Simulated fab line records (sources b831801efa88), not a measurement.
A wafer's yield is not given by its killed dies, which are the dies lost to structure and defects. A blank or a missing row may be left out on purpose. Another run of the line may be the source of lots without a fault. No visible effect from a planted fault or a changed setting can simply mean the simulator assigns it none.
Which tool is to blame? ; flow gf180mcu ; route of 602 steps, sampled at 1 step: 7 lots, 21 wafers

## WHAT THE GAUGES SHOWED, per wafer
GF_STI_THK_MEAS_04.
lot;measured;on;STI_CVD_03_THK (nm)
L116;day 1 23:35;film_metro-02;202.0 203.2 202.4
L118;day 2 09:34;film_metro-01;211.7 210.0 210.3
L121;day 3 01:16;film_metro-01;205.2 206.1 205.2
L129;day 4 17:25;film_metro-02;205.4 206.0 204.2
L133;day 5 15:05;film_metro-01;207.6 207.3 207.4
L135;day 5 22:34;film_metro-04;205.1 208.5 205.7
L137;day 6 10:22;film_metro-01;203.8 201.2 203.0

## WHICH TOOL RAN EACH LOT (tool, then ch and the chambers of the sampled wafers, then the start)
The record shows no process step preceding these readings.

## THE ANSWER, worked out from the rows above alone
Rule: what is usual is taken from the lots themselves. Put in order of their means at a reading, lots are off if they are a third of the lots or fewer, leave a main group of 4 or more, and stand apart from it by a gap of 3 or more times the standard deviation of the main group's means; of several such gaps the widest counts. A main group whose means are all the same, to the digits that the tables above print for the reading, isn't used. A lot without any number at a reading at which 4 lots or more have one is off too. Any other lot the step has rows for is counted as sound.
No lot is off on any of the readings shown, so nothing can be concluded from this.

## WHAT HAD BEEN PUT IN BY THE SIMULATOR
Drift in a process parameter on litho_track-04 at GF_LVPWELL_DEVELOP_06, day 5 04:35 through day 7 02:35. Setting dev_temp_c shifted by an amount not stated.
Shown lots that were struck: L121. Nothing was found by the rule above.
